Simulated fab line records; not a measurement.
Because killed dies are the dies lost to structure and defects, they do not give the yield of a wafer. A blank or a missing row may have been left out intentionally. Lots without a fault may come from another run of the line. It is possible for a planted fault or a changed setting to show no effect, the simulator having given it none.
Problem report, 8D (eight disciplines) form, completed by code | flow sky130 | the parts of the form that need people (team, actions taken, sign-off) are left out

## 1. PROBLEM STATEMENT
Mean of oes-product-au at SKY_METAL3_METAL_ETCH_18: 0.763 a.u. across 3 wafers in 2 lots; on wafers with no fault it is 0.864 a.u. (standard deviation 0.0071). That puts it -14 standard deviations away from the usual mean.
The step: etches the open film in Cl2/BCl3, stops on SiO2, target depth 845 nm, time 183.1 s.
Earliest sighting: wafer L712.6 on rie-metal-02 at day 41 05:52. Wafers with a number at this step in the record: 31, from 11 lots. The rule behind "out" and "out of limits": a value lying over 4 standard deviations away from the usual mean. All remaining wafers that have a number are taken as sound.

## 2. WHAT THIS IS AND IS NOT
question                    | is                     | is not
which readings at this step | oes-product-au         | drypump-motor-current-A, throttle-valve-pct
which lots                  | L712, L713             | L703, L706, L707, L708, L718, L723, L724, L725, L726
which wafers of those lots  | L712.6, L713.5, L713.6 | L712.1
read on which tools         | rie-metal-02           | rie-metal-01
when                        | from day 41 05:52      | up to then (13 sound wafers); but 15 sound wafers of L718, L723, L724, L725, L726 came after

## 3. SUSPECTS, AND WHAT RULES EACH OUT
Counting: any tool at a process step up to the reading remains a suspect provided it ran every lot that is out. Sound lots after the first of them don't rule it out here, since some wafers of a struck lot are sound.
- rie-metal-02 at SKY_METAL3_METAL_ETCH_18 (etches the open film in Cl2/BCl3, stops on SiO2, target depth 845 nm, time 183.1 s): kept. Ran every lot that is out, first one L712 (day 41 05:52); last sound lot up to then L708 (day 40 02:43). Its own readings are out on those wafers: oes-product-au.
After counting, what remains is rie-metal-02 at SKY_METAL3_METAL_ETCH_18.

## 4. THE CAUSE (what the simulator had put in)
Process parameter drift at SKY_METAL3_METAL_ETCH_18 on rie-metal-02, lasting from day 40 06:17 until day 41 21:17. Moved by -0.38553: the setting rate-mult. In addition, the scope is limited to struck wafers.
The count eliminated every tool but this one.

## 5. SEQUENCE OF EFFECTS, ordered by route
Rows list readings where the struck wafers' mean (over those with a number) sits beyond 3 standard deviations from the usual. Only readings whose record carries a usual standard deviation are examined. hours: median over the lots of the time between each lot's start at the first step of this table that gives one and its start at this step. sigmas: the change, counted in usual standard deviations.
hours | step                     | reading                  | usual      | on struck wafers | change | sigmas
0     | SKY_METAL3_METAL_ETCH_18 | oes-product-au           | 0.864 a.u. | 0.763            | -0.101 | -14
0     | SKY_METAL3_STRIP_19      | oes-product-au           | 0.502 a.u. | 0.586            | +0.084 | +16
0     | SKY_METAL3_STRIP_19      | strip-time-to-endpoint-s | 6.52 s     | 8.58             | +2.06  | +28
161   | SKY_PAD_OPEN_PROBE_99    | defect-limited-yield     | 82.4 %     | 0.0              | -82.4  | -41
161   | SKY_PAD_OPEN_PROBE_99    | killed_at_M0_to_M3       | 44         | 450              | +406   | +63
161   | SKY_PAD_OPEN_PROBE_99    | killed-dies              | 87         | 492              | +405   | +41
161   | SKY_PAD_OPEN_PROBE_99    | killed-on-rim            | 17         | 96               | +79    | +21
161   | SKY_PAD_OPEN_PROBE_99    | sort_bin_5_function      | 10.4 %     | 93.0             | +82.6  | +55
161   | SKY_PAD_OPEN_PROBE_99    | sort-n-pass              | 405        | 0                | -405   | -41
161   | SKY_PAD_OPEN_PROBE_99    | sort-yield-pct           | 82.4 %     | 0.0              | -82.4  | -41
It contains these process steps:
- SKY_METAL3_METAL_ETCH_18: etches the open film in Cl2/BCl3, stops on SiO2, target depth 845 nm, time 183.1 s.
- SKY_METAL3_STRIP_19: strips in O2/N2.
- SKY_PAD_OPEN_PROBE_99

## 6. WHAT WOULD HAVE CAUGHT IT SOONER
In this record the first reading out of limits was taken at day 41 05:52, 24 hours after the fault began at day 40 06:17.
